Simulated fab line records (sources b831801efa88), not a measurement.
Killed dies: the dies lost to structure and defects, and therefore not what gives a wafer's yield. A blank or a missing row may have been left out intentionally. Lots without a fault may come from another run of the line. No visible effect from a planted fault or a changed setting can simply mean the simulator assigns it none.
Chamber matching	flow gf180mcu	pecvd-01 running GF_V1_CVD_02: 3 sister chambers
The step deposits SiO2 from TEOS, target thk 850 nm, time 94.851 s. 14 wafers are shown with their chamber, then 7 later ones without.

## WAFERS PAIRED WITH THEIR CHAMBERS
wafer	chamber	heaterPowerW (W)
L078.3	1	635
L078.5	1	674
L078.6	2	639
L081.1	2	696
L081.2	0	709
L081.3	1	756
L088.1	0	702
L088.2	1	704
L088.6	1	770
L090.1	1	625
L090.3	0	706
L090.6	1	703
L091.1	1	763
L091.2	0	656

SIGNATURES (averages over the wafers above)
reading	chamber 0	chamber 1	chamber 2	scatter within a chamber
heaterPowerW	693.25	703.75	667.50	48.6
Rule: a wafer lies at a distance from a chamber equal to the root of the sum of squares, over the readings, of (its reading less the chamber's mean, divided by the reading's scatter). The wafer belongs to the nearest chamber; if the next one is less than 2 further off, it can't be placed. How the scatter is found: for the shown wafers, subtract from each reading the mean of its chamber, square and add these, divide the total by (wafers less chambers), then take the root.

## WAFERS WITHOUT THEIR CHAMBER
wafer	heaterPowerW (W)
L091.4	679
L094.1	701
L094.4	699
L094.6	688
L096.2	756
L096.3	578
L096.5	565

## CHAMBER TAKEN BY EACH
wafer	from the rows above	in truth
L091.4	can't be placed: 2 or 0 or 1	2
L094.1	can't be placed: 1 or 0 or 2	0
L094.4	can't be placed: 1 or 0 or 2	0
L094.6	can't be placed: 0 or 1 or 2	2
L096.2	can't be placed: 1 or 0 or 2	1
L096.3	can't be placed: 2 or 0 or 1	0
L096.5	can't be placed: 2 or 0 or 1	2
Correct placement for 0 of the 7. Can't be placed from these rows: 7 (the true chamber is among the candidates in 7). Placed wrongly: 0.
